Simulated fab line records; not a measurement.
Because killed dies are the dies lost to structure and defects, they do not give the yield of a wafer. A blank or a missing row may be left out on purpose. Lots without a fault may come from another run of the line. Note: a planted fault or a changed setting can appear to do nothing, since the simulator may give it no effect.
fab line records	flow gf180mcu
record: lots: 24	wafers: 72	last-day: 34
route steps=602 shown STI@5 PSD@258 V2@387 V3@430 TOP_METAL@567
lots with no fault: from the same line, run without faults
start-h: hours from the record's first day to the start of the lot's first wafer shown	wait-h: how many hours have passed since the lot's step before this one	" identical to the entry in the row above	L1.1+2: a row that stands for several wafers	- no value, or no start given	* or withheld: withheld	< > ~ a bound
route shown NAME@n: names a module that has steps shown in the file, with the first one's number in the route	usual: mean/standard deviation of fault-free wafers	same: alike in all rows	chamber/n: place in a boat	sites: readings site by site	_std_site: standard deviation of those values	_edge_site: the outer-site mean with the inner-site mean subtracted	radius-mm: how far each site lies from the wafer's centre	mask NAME#n: copy n	behind: tool/chamber where the wafer was last shaped	hold: why the lot was held/for how many hours/how that ended	device: the n, p or np transistor that did not switch	end of line: at the end of the route, the tests of the same wafers	a step with no rows: only its recipe	killed: the dies lost at the first sort to structure and to defects; this is not the yield of the wafer	map: dies across one wafer; x = killed, . = not, _ = none there
set.NAME: the setting that was run; set.NAME@STEP: the one run at that earlier step	model.NAME: the simulator's own value behind a step, which no gauge read
route steps across a sampled set of lots; one table per step, one row per wafer
services: a tool's chamber out of use, with start hour (start-h, from the record's first day; less than 0 if before it), hours out, and reason
== steps ==
step: GF_STI_THK_MEAS_04
recipe: reads: Si3N4_of_STI_CVD_03
usual: STI_CVD_03_THK: 207.9/2
lot.wafer	tool	chamber	start-h	wait-h	STI_CVD_03_THK[nm]
L074.2	film-metro-02	-	13.57	0.0	205.6
L074.4	"	-	"	"	203.1
L074.6	"	-	"	"	205.2
L075.1	film-metro-03	-	18.56	0.0	208.5
L075.2	"	-	"	"	208.5
L075.4	"	-	"	"	207.7
L076.1	film-metro-03	-	28.22	0.0	204.5
L076.3	"	-	"	"	203.4
L076.5	"	-	"	"	203.9
L077.2	film-metro-02	-	37.51	0.0	205.1
L077.4	"	-	"	"	206.3
L077.5	"	-	"	"	205.3
L078.2	film-metro-03	-	37.51	0.0	208.0
L078.4	"	-	"	"	207.5
L078.5	"	-	"	"	208.5
L079.3	film-metro-02	-	40.22	0.0	209.0
L079.4	"	-	"	"	210.0
L079.5	"	-	"	"	208.6
L080.1	film-metro-02	-	43.79	0.0	206.4
L080.2	"	-	"	"	207.0
L080.5	"	-	"	"	208.3
L081.2	film-metro-02	-	48.57	0.0	205.7
L081.3	"	-	"	"	206.0
L081.6	"	-	"	"	206.4
L082.3	film-metro-03	-	55.32	0.0	207.6
L082.4	"	-	"	"	208.1
L082.5	"	-	"	"	207.9
L083.1	film-metro-02	-	58.56	0.0	206.6
L083.4	"	-	"	"	208.0
L083.6	"	-	"	"	207.7
L084.1	film-metro-02	-	64.37	0.0	206.2
L084.3	"	-	"	"	206.9
L084.4	"	-	"	"	207.0
L085.1	film-metro-01	-	68.56	0.0	208.1
L085.2	"	-	"	"	210.2
L085.5	"	-	"	"	210.1
L086.1	film-metro-03	-	74.09	0.0	212.4
L086.2	"	-	"	"	213.2
L086.6	"	-	"	"	213.4
L087.2	film-metro-02	-	79.68	0.0	208.5
L087.3	"	-	"	"	209.0
L087.5	"	-	"	"	209.9
L088.1	film-metro-03	-	83.56	0.0	208.1
L088.2	"	-	"	"	208.4
L088.3	"	-	"	"	208.6
L089.1	film-metro-03	-	88.56	0.0	207.5
L089.4	"	-	"	"	207.9
L089.5	"	-	"	"	208.1
L090.2	film-metro-02	-	93.57	0.0	208.2
L090.5	"	-	"	"	208.7
L090.6	"	-	"	"	204.5
L091.1	film-metro-01	-	98.67	0.0	205.7
L091.4	"	-	"	"	205.8
L091.5	"	-	"	"	208.3
L092.1	film-metro-03	-	104.12	0.0	208.5
L092.3	"	-	"	"	209.8
L092.5	"	-	"	"	209.7
L093.1	film-metro-03	-	109.80	0.0	207.3
L093.5	"	-	"	"	206.7
L093.6	"	-	"	"	206.1
L094.1	film-metro-02	-	113.56	0.0	211.5
L094.2	"	-	"	"	210.6
L094.3	"	-	"	"	210.6
L095.3	film-metro-03	-	120.28	0.0	208.6
L095.4	"	-	"	"	207.6
L095.6	"	-	"	"	207.9
L096.2	film-metro-01	-	125.39	0.0	206.7
L096.4	"	-	"	"	204.3
L096.6	"	-	"	"	205.5
L097.2	film-metro-03	-	129.56	0.0	211.1
L097.5	"	-	"	"	210.6
L097.6	"	-	"	"	207.5
step: GF_PSD_STRIP_10
recipe: chemistry: O2/N2	power-w: 1400	pressure-mtorr: 1500	platen-temp-c: 250	o2-flow-sccm: 3000	n2-flow-sccm: 300	overash-fraction: 0.5
usual: drypump-motor-current-A: 5.4/0.43	heater-power-w: 349/29	oes-product-au: 0.591/0.0045	strip-time-to-endpoint-s: 16.53/0.034
lot.wafer	tool	chamber	start-h	wait-h	drypump-motor-current-A	heater-power-w	oes-product-au	rf-hours-counter-h	strip-time-to-endpoint-s
L074.2	plasma-asher-01	0	326.17	0.1	5.2	317	0.595	68	16.51
L074.4	"	0	"	"	5.2	311	0.586	-	16.53
L074.6	"	1	"	"	5.6	370	0.596	-	16.53
L075.1	plasma-asher-01	0	330.17	0.1	5.2	320	0.589	69	16.60
L075.2	"	1	"	"	5.6	377	0.589	69	16.59
L075.4	"	0	"	"	5.2	323	0.600	-	16.58
L076.1	plasma-asher-01	1	339.12	0.1	5.6	361	0.588	70	16.51
L076.3	"	0	"	"	5.2	324	0.587	-	16.50
L076.5	"	1	"	"	5.6	369	0.586	-	16.47
L077.2	plasma-asher-03	1	352.10	0.1	4.9	348	0.596	23	16.56
L077.4	"	0	"	"	4.7	278	0.584	-	16.57
L077.5	"	0	"	"	4.7	286	0.587	-	16.52
L078.2	plasma-asher-04	1	356.90	0.1	6.1	379	0.593	70	16.53
L078.4	"	0	"	"	5.1	357	0.592	-	16.57
L078.5	"	0	"	"	5.1	363	0.587	-	16.57
L079.3	plasma-asher-01	1	361.33	0.1	5.6	362	0.597	-	16.54
L079.4	"	0	"	"	5.2	312	0.599	-	16.56
L079.5	"	0	"	"	5.2	327	0.585	-	16.52
L080.1	plasma-asher-04	1	366.87	0.1	6.1	380	0.590	71	16.53
L080.2	"	0	"	"	5.1	361	0.587	71	16.51
L080.5	"	1	"	"	6.1	365	0.589	-	16.54
L081.2	plasma-asher-01	1	371.09	0.1	5.6	362	0.593	73	16.58
L081.3	"	0	"	"	5.2	327	0.589	-	16.59
L081.6	"	0	"	"	5.2	319	0.587	-	16.54
L082.3	plasma-asher-04	0	386.10	0.1	5.1	364	0.593	-	16.52
L082.4	"	1	"	"	6.1	382	0.578	-	16.50
L082.5	"	0	"	"	5.1	355	0.584	-	16.49
L083.1	plasma-asher-01	1	392.05	0.1	5.6	368	0.591	75	16.49
L083.4	"	1	"	"	5.5	374	0.580	-	16.50
L083.6	"	1	"	"	5.6	363	0.595	-	16.50
L084.1	plasma-asher-03	1	405.74	0.1	4.9	359	0.586	29	16.54
L084.3	"	1	"	"	4.9	349	0.592	-	16.53
L084.4	"	0	"	"	4.7	283	0.597	-	16.57
L085.1	plasma-asher-01	1	412.59	0.1	5.6	367	0.589	77	16.51
L085.2	"	0	"	"	5.2	320	0.593	77	16.48
L085.5	"	1	"	"	5.6	364	0.589	-	16.48
L086.1	plasma-asher-01	0	418.85	0.1	5.1	328	0.596	78	16.56
L086.2	"	1	"	"	5.6	373	0.600	78	16.55
L086.6	"	0	"	"	5.1	317	0.597	-	16.54
L087.2	plasma-asher-04	1	428.59	0.1	6.0	381	0.592	77	16.53
L087.3	"	1	"	"	6.1	370	0.592	-	16.54
L087.5	"	1	"	"	6.1	374	0.582	-	16.50
L088.1	plasma-asher-04	1	436.15	0.1	6.1	372	0.591	78	16.54
L088.2	"	0	"	"	5.1	363	0.589	78	16.48
L088.3	"	0	"	"	5.1	355	0.595	-	16.59
L089.1	plasma-asher-01	1	444.84	0.1	5.6	385	0.583	1	16.60
L089.4	"	1	"	"	5.6	384	0.588	-	16.58
L089.5	"	0	"	"	5.2	324	0.591	-	16.57
L090.2	plasma-asher-04	0	453.59	0.1	5.1	363	0.595	80	16.51
L090.5	"	0	"	"	5.1	358	0.592	-	16.52
L090.6	"	1	"	"	6.0	375	0.599	-	16.51
L091.1	plasma-asher-03	1	468.30	0.1	4.9	337	0.588	36	16.49
L091.4	"	0	"	"	4.7	289	0.598	-	16.43
L091.5	"	1	"	"	4.9	346	0.592	-	16.49
L092.1	plasma-asher-04	1	473.70	0.1	6.1	379	0.596	82	16.58
L092.3	"	0	"	"	5.1	366	0.586	-	16.52
L092.5	"	1	"	"	6.1	373	0.588	-	16.49
L093.1	plasma-asher-01	1	479.21	0.1	5.6	371	0.581	5	16.46
L093.5	"	0	"	"	5.2	325	0.593	-	16.52
L093.6	"	1	"	"	5.7	367	0.587	-	16.54
L094.1	plasma-asher-04	0	484.85	0.1	5.2	366	0.591	83	16.50
L094.2	"	1	"	"	6.1	382	0.591	83	16.45
L094.3	"	1	"	"	6.1	372	0.594	-	16.48
L095.3	plasma-asher-04	1	502.43	0.1	6.0	367	0.598	-	16.52
L095.4	"	0	"	"	5.1	364	0.586	-	16.53
L095.6	"	1	"	"	6.1	375	0.594	-	16.53
L096.2	plasma-asher-01	1	504.24	0.1	5.6	372	0.595	8	16.49
L096.4	"	0	"	"	5.2	327	0.588	-	16.47
L096.6	"	0	"	"	5.2	327	0.593	-	16.49
L097.2	plasma-asher-03	0	510.34	0.1	4.7	278	0.598	41	16.54
L097.5	"	0	"	"	4.7	282	0.590	-	16.53
L097.6	"	1	"	"	4.9	353	0.596	-	16.54
step: GF_V2_BOW_MEAS_05
recipe: mode: bow
usual: V2_BOW: 99/8.2
lot.wafer	tool	chamber	start-h	wait-h	V2_BOW[um]
L074.2	film-metro-03	-	450.20	0.2	86
L074.4	"	-	"	"	98
L074.6	"	-	"	"	91
L075.1	film-metro-04	-	452.70	0.1	96
L075.2	"	-	"	"	104
L075.4	"	-	"	"	97
L076.1	film-metro-03	-	464.53	0.2	120
L076.3	"	-	"	"	105
L076.5	"	-	"	"	105
L077.2	film-metro-01	-	477.73	0.2	95
L077.4	"	-	"	"	100
L077.5	"	-	"	"	94
L078.2	film-metro-01	-	483.03	0.3	88
L078.4	"	-	"	"	88
L078.5	"	-	"	"	83
L079.3	film-metro-03	-	486.88	0.2	101
L079.4	"	-	"	"	113
L079.5	"	-	"	"	117
L080.1	film-metro-04	-	493.23	0.1	97
L080.2	"	-	"	"	116
L080.5	"	-	"	"	109
L081.2	film-metro-04	-	499.00	0.2	91
L081.3	"	-	"	"	85
L081.6	"	-	"	"	94
L082.3	film-metro-04	-	513.81	0.1	94
L082.4	"	-	"	"	98
L082.5	"	-	"	"	99
L083.1	film-metro-03	-	519.41	0.2	110
L083.4	"	-	"	"	101
L083.6	"	-	"	"	103
L084.1	film-metro-01	-	533.73	0.2	98
L084.3	"	-	"	"	103
L084.4	"	-	"	"	95
L085.1	film-metro-04	-	539.87	0.2	102
L085.2	"	-	"	"	91
L085.5	"	-	"	"	105
L086.1	film-metro-04	-	546.56	0.1	97
L086.2	"	-	"	"	93
L086.6	"	-	"	"	95
L087.2	film-metro-03	-	554.93	0.1	103
L087.3	"	-	"	"	105
L087.5	"	-	"	"	98
L088.1	film-metro-03	-	561.79	0.1	96
L088.2	"	-	"	"	90
L088.3	"	-	"	"	98
L089.1	film-metro-01	-	568.97	0.1	96
L089.4	"	-	"	"	93
L089.5	"	-	"	"	99
L090.2	film-metro-04	-	577.34	0.1	112
L090.5	"	-	"	"	102
L090.6	"	-	"	"	94
L091.1	film-metro-04	-	589.01	0.2	92
L091.4	"	-	"	"	86
L091.5	"	-	"	"	105
L092.1	film-metro-01	-	595.68	0.1	107
L092.3	"	-	"	"	101
L092.5	"	-	"	"	102
L093.1	film-metro-03	-	599.92	0.1	89
L093.5	"	-	"	"	111
L093.6	"	-	"	"	101
L094.1	film-metro-03	-	604.61	0.1	94
L094.2	"	-	"	"	96
L094.3	"	-	"	"	108
L095.3	film-metro-04	-	619.46	0.1	97
L095.4	"	-	"	"	92
L095.6	"	-	"	"	95
L096.2	film-metro-03	-	621.55	0.2	98
L096.4	"	-	"	"	96
L096.6	"	-	"	"	95
L097.2	film-metro-04	-	627.43	0.2	96
L097.5	"	-	"	"	100
L097.6	"	-	"	"	94
step: GF_V3_THK_MEAS_01
recipe: reads: SiO2_of_V3_CVD_00
usual: V3_CVD_00_THK: 603/6
lot.wafer	tool	chamber	start-h	wait-h	V3_CVD_00_THK[nm]
L074.2	film-metro-02	-	501.37	0.0	600
L074.4	"	-	"	"	617
L074.6	"	-	"	"	608
L075.1	film-metro-02	-	503.41	0.0	599
L075.2	"	-	"	"	608
L075.4	"	-	"	"	605
L076.1	film-metro-02	-	514.37	0.0	596
L076.3	"	-	"	"	615
L076.5	"	-	"	"	615
L077.2	film-metro-01	-	527.42	0.0	606
L077.4	"	-	"	"	615
L077.5	"	-	"	"	598
L078.2	film-metro-01	-	532.49	0.0	597
L078.4	"	-	"	"	602
L078.5	"	-	"	"	593
L079.3	film-metro-02	-	535.73	0.1	602
L079.4	"	-	"	"	595
L079.5	"	-	"	"	604
L080.1	film-metro-03	-	540.90	0.0	597
L080.2	"	-	"	"	609
L080.5	"	-	"	"	606
L081.2	film-metro-03	-	547.56	0.0	600
L081.3	"	-	"	"	608
L081.6	"	-	"	"	605
L082.3	film-metro-02	-	561.07	0.1	602
L082.4	"	-	"	"	604
L082.5	"	-	"	"	601
L083.1	film-metro-03	-	567.06	0.0	600
L083.4	"	-	"	"	600
L083.6	"	-	"	"	602
L084.1	film-metro-02	-	580.13	0.0	608
L084.3	"	-	"	"	593
L084.4	"	-	"	"	609
L085.1	film-metro-03	-	585.90	0.0	601
L085.2	"	-	"	"	612
L085.5	"	-	"	"	595
L086.1	film-metro-01	-	591.94	0.0	605
L086.2	"	-	"	"	601
L086.6	"	-	"	"	600
L087.2	film-metro-01	-	601.20	0.0	603
L087.3	"	-	"	"	600
L087.5	"	-	"	"	601
L088.1	film-metro-03	-	606.68	0.0	604
L088.2	"	-	"	"	609
L088.3	"	-	"	"	611
L089.1	film-metro-02	-	613.15	0.0	608
L089.4	"	-	"	"	610
L089.5	"	-	"	"	598
L090.2	film-metro-01	-	621.21	0.0	606
L090.5	"	-	"	"	601
L090.6	"	-	"	"	591
L091.1	film-metro-01	-	633.63	0.0	613
L091.4	"	-	"	"	614
L091.5	"	-	"	"	602
L092.1	film-metro-02	-	639.55	0.0	601
L092.3	"	-	"	"	590
L092.5	"	-	"	"	594
L093.1	film-metro-03	-	643.50	0.0	607
L093.5	"	-	"	"	607
L093.6	"	-	"	"	593
L094.1	film-metro-02	-	648.58	0.0	610
L094.2	"	-	"	"	598
L094.3	"	-	"	"	608
L095.3	film-metro-03	-	662.17	0.1	594
L095.4	"	-	"	"	604
L095.6	"	-	"	"	601
L096.2	film-metro-01	-	663.83	0.1	608
L096.4	"	-	"	"	607
L096.6	"	-	"	"	602
L097.2	film-metro-01	-	669.70	0.1	609
L097.5	"	-	"	"	618
L097.6	"	-	"	"	610
step: GF_V3_THK_MEAS_03
recipe: reads: SiO2_of_V3_CVD_02
usual: V3_CVD_02_THK: 850/12
lot.wafer	tool	chamber	start-h	wait-h	V3_CVD_02_THK[nm]
L074.2	film-metro-01	-	501.50	0.0	844
L074.4	"	-	"	"	861
L074.6	"	-	"	"	846
L075.1	film-metro-02	-	503.54	0.0	837
L075.2	"	-	"	"	840
L075.4	"	-	"	"	850
L076.1	film-metro-03	-	514.50	0.0	825
L076.3	"	-	"	"	832
L076.5	"	-	"	"	844
L077.2	film-metro-02	-	527.55	0.0	857
L077.4	"	-	"	"	868
L077.5	"	-	"	"	863
L078.2	film-metro-02	-	532.62	0.0	846
L078.4	"	-	"	"	856
L078.5	"	-	"	"	864
L079.3	film-metro-02	-	535.86	0.1	842
L079.4	"	-	"	"	840
L079.5	"	-	"	"	858
L080.1	film-metro-01	-	541.03	0.0	836
L080.2	"	-	"	"	861
L080.5	"	-	"	"	860
L081.2	film-metro-02	-	547.69	0.0	846
L081.3	"	-	"	"	837
L081.6	"	-	"	"	850
L082.3	film-metro-03	-	561.20	0.1	829
L082.4	"	-	"	"	845
L082.5	"	-	"	"	846
L083.1	film-metro-01	-	567.19	0.0	838
L083.4	"	-	"	"	854
L083.6	"	-	"	"	842
L084.1	film-metro-01	-	580.26	0.0	841
L084.3	"	-	"	"	827
L084.4	"	-	"	"	850
L085.1	film-metro-02	-	586.03	0.0	850
L085.2	"	-	"	"	838
L085.5	"	-	"	"	845
L086.1	film-metro-02	-	592.07	0.0	849
L086.2	"	-	"	"	836
L086.6	"	-	"	"	843
L087.2	film-metro-03	-	601.33	0.0	843
L087.3	"	-	"	"	852
L087.5	"	-	"	"	851
L088.1	film-metro-02	-	606.81	0.0	858
L088.2	"	-	"	"	861
L088.3	"	-	"	"	868
L089.1	film-metro-01	-	613.28	0.0	829
L089.4	"	-	"	"	855
L089.5	"	-	"	"	849
L090.2	film-metro-03	-	621.34	0.0	848
L090.5	"	-	"	"	868
L090.6	"	-	"	"	862
L091.1	film-metro-03	-	633.76	0.0	845
L091.4	"	-	"	"	850
L091.5	"	-	"	"	854
L092.1	film-metro-01	-	639.68	0.0	850
L092.3	"	-	"	"	863
L092.5	"	-	"	"	856
L093.1	film-metro-02	-	643.63	0.0	845
L093.5	"	-	"	"	845
L093.6	"	-	"	"	846
L094.1	film-metro-03	-	648.71	0.0	832
L094.2	"	-	"	"	839
L094.3	"	-	"	"	840
L095.3	film-metro-01	-	662.30	0.1	854
L095.4	"	-	"	"	868
L095.6	"	-	"	"	869
L096.2	film-metro-01	-	663.96	0.0	851
L096.4	"	-	"	"	858
L096.6	"	-	"	"	865
L097.2	film-metro-03	-	669.83	0.0	856
L097.5	"	-	"	"	865
L097.6	"	-	"	"	854
step: GF_TOP_METAL_SPUTTER_00
recipe: material: Ti	target-thk-nm: 37.5	arriving-ion-energy-ev: 80	substrate-temp-c: 200	chamber-pressure-pa: 2	power-w: 4000	time-s: 155.4
usual: throttle-valve-pct: 30.5/1.2
lot.wafer	tool	chamber	start-h	wait-h	throttle-valve-pct
L074.2	pvd-sputter-04	-	638.72	0.2	29.7
L074.4	"	-	"	"	31.4
L074.6	"	-	"	"	31.6
L075.1	pvd-sputter-02	-	641.62	0.1	28.5
L075.2	"	-	"	"	29.1
L075.4	"	-	"	"	29.6
L076.1	pvd-sputter-01	-	650.97	0.1	30.6
L076.3	"	-	"	"	31.4
L076.5	"	-	"	"	33.3
L077.2	pvd-sputter-02	-	663.61	0.2	30.8
L077.4	"	-	"	"	29.3
L077.5	"	-	"	"	31.0
L078.2	pvd-sputter-02	-	667.10	0.1	29.5
L078.4	"	-	"	"	30.9
L078.5	"	-	"	"	28.5
L079.3	pvd-sputter-04	-	669.47	0.1	30.9
L079.4	"	-	"	"	30.9
L079.5	"	-	"	"	31.5
L080.1	pvd-sputter-02	-	673.76	0.2	28.4
L080.2	"	-	"	"	29.3
L080.5	"	-	"	"	29.7
L081.2	pvd-sputter-01	-	680.82	0.2	30.6
L081.3	"	-	"	"	31.3
L081.6	"	-	"	"	30.4
L082.3	pvd-sputter-01	-	691.82	0.2	30.0
L082.4	"	-	"	"	30.3
L082.5	"	-	"	"	30.7
L083.1	pvd-sputter-04	-	697.42	0.2	30.8
L083.4	"	-	"	"	29.7
L083.6	"	-	"	"	31.5
L084.1	pvd-sputter-01	-	708.52	0.1	31.2
L084.3	"	-	"	"	33.0
L084.4	"	-	"	"	30.4
L085.1	pvd-sputter-04	-	712.92	0.2	31.7
L085.2	"	-	"	"	29.4
L085.5	"	-	"	"	31.9
L086.1	pvd-sputter-01	-	719.14	0.1	30.5
L086.2	"	-	"	"	31.4
L086.6	"	-	"	"	33.0
L087.2	pvd-sputter-02	-	726.28	0.2	30.9
L087.3	"	-	"	"	28.6
L087.5	"	-	"	"	28.3
L088.1	pvd-sputter-04	-	731.12	0.2	32.3
L088.2	"	-	"	"	30.9
L088.3	"	-	"	"	31.4
L089.1	pvd-sputter-02	-	737.30	0.1	29.2
L089.4	"	-	"	"	28.3
L089.5	"	-	"	"	29.6
L090.2	pvd-sputter-04	-	743.87	0.1	31.8
L090.5	"	-	"	"	31.6
L090.6	"	-	"	"	31.9
L091.1	pvd-sputter-04	-	752.24	0.2	29.8
L091.4	"	-	"	"	31.6
L091.5	"	-	"	"	30.0
L092.1	pvd-sputter-02	-	758.97	0.2	28.3
L092.3	"	-	"	"	29.3
L092.5	"	-	"	"	28.7
L093.1	pvd-sputter-04	-	762.14	0.1	29.7
L093.5	"	-	"	"	29.7
L093.6	"	-	"	"	31.4
L094.1	pvd-sputter-04	-	766.67	0.2	31.4
L094.2	"	-	"	"	31.7
L094.3	"	-	"	"	29.9
L095.3	pvd-sputter-04	-	777.47	0.1	31.7
L095.4	"	-	"	"	29.8
L095.6	"	-	"	"	31.7
L096.2	pvd-sputter-02	-	777.77	0.1	28.4
L096.4	"	-	"	"	29.6
L096.6	"	-	"	"	29.1
L097.2	pvd-sputter-02	-	782.87	0.2	31.1
L097.5	"	-	"	"	29.3
L097.6	"	-	"	"	31.0
== services ==
tool	chamber	start-h	hours	kind
pvd-sputter-02	-	378.40	1.8	repair
plasma-asher-01	-	421.35	9.0	pm
plasma-asher-01	0	421.35	9.0	vent-cycle
plasma-asher-04	-	464.10	7.3	repair
plasma-asher-01	-	496.22	2.3	repair
plasma-asher-04	-	500.33	0.4	repair
pvd-sputter-04	-	506.25	0.7	repair
plasma-asher-01	-	507.62	2.8	pm
pvd-sputter-02	-	581.77	1.8	repair
pvd-sputter-04	-	594.60	1.6	repair
plasma-asher-04	-	599.65	1.5	repair
pvd-sputter-02	-	634.54	2.2	repair
pvd-sputter-01	-	634.99	8.4	repair
plasma-asher-03	-	666.48	5.7	repair
pvd-sputter-01	-	669.72	9.1	repair
pvd-sputter-04	-	678.89	3.5	repair
pvd-sputter-01	-	682.20	2.3	repair
plasma-asher-03	-	691.13	2.8	pm
plasma-asher-04	-	701.51	5.6	repair
plasma-asher-04	-	709.17	9.3	repair
pvd-sputter-02	-	716.46	3.7	repair
plasma-asher-03	-	719.98	12.3	repair
plasma-asher-04	-	733.75	9.0	pm
plasma-asher-01	-	735.46	4.0	repair
== key ==
fault none
